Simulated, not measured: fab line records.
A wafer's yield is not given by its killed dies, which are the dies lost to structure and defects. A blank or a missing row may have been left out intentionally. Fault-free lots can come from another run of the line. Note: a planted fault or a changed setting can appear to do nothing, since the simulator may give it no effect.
Chamber matching    flow gf180mcu    4 sister chambers for GF_V4_CMP_26 on cmp-01
The step polishes, stops on SiO2, t overpolish 15 s, target thk 0 nm. 22 wafers are shown with their chamber, then 11 later ones without.

EACH WAFER AND ITS CHAMBER
wafer   chamber  motor-current-A (A)  head-pressure-psi (psi)  time-to-endpoint-s (s)
L074.1  0        9.5                  3.508                    87
L074.3  2        9.8                  3.485                    84
L074.6  2        10.1                 3.484                    80
L077.1  0        10.0                 3.512                    85
L077.4  1        10.0                 3.511                    84
L077.6  1        9.5                  3.503                    86
L080.1  1        9.8                  3.507                    82
L080.2  0        9.8                  3.491                    87
L080.5  0        9.7                  3.498                    84
L082.1  3        11.5                 3.490                    87
L082.3  0        9.2                  3.503                    87
L082.6  1        9.8                  3.499                    83
L083.1  3        10.8                 3.509                    87
L083.4  1        10.0                 3.494                    85
L083.5  1        10.0                 3.481                    85
L081.1  3        10.5                 3.491                    94
L081.2  0        10.1                 3.498                    94
L081.5  1        10.0                 3.500                    88
L084.1  1        9.5                  3.507                    87
L084.3  0        9.5                  3.501                    92
L084.5  0        9.4                  3.499                    87
L086.1  0        9.7                  3.500                    82

SIGNATURES (averages over the wafers above)
reading             chamber 0  chamber 1  chamber 2  chamber 3  scatter within a chamber
motor-current-A     9.656      9.825      9.950      10.933     0.295
head-pressure-psi   3.50111    3.50025    3.48450    3.49667    0.008
time-to-endpoint-s  87.22      85.00      82.00      89.33      3.16
Rule: for each reading, subtract the chamber's mean from the wafer's reading, divide by that reading's scatter and square the result; add these up over the readings and take the root, which gives the wafer's distance from the chamber. If the next closest chamber is less than 2 further off than the closest, the wafer can't be placed; otherwise it belongs to the closest. The scatter: the root of (the sum of the squares of (reading less its chamber's mean) over the shown wafers, divided by (wafers less chambers)).

WAFERS WITH NO CHAMBER GIVEN
wafer   motor-current-A (A)  head-pressure-psi (psi)  time-to-endpoint-s (s)
L086.3  10.3                 3.498                    82
L086.4  9.4                  3.509                    82
L087.2  9.3                  3.493                    84
L087.3  9.6                  3.499                    85
L087.5  11.2                 3.506                    88
L089.3  10.4                 3.502                    85
L089.5  9.5                  3.490                    81
L089.6  10.0                 3.488                    85
L092.1  9.5                  3.505                    85
L092.3  9.5                  3.496                    84
L092.5  9.7                  3.498                    83

THE CHAMBER EACH PASSED THROUGH
wafer   from the rows above                in truth
L086.3  can't be placed: 1 or 2 or 0 or 3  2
L086.4  can't be placed: 1 or 0 or 2       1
L087.2  can't be placed: 0 or 1 or 2       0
L087.3  can't be placed: 0 or 1 or 2       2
L087.5  3                                  3
L089.3  can't be placed: 1 or 3 or 0 or 2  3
L089.5  can't be placed: 2 or 1 or 0       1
L089.6  can't be placed: 2 or 1 or 0       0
L092.1  can't be placed: 0 or 1            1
L092.3  can't be placed: 1 or 0 or 2       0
L092.5  can't be placed: 1 or 0 or 2       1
Correctly placed: 1 of 11. Unplaceable from these rows: 10, with the true chamber sitting among the candidates in 10. Wrongly placed: 0.
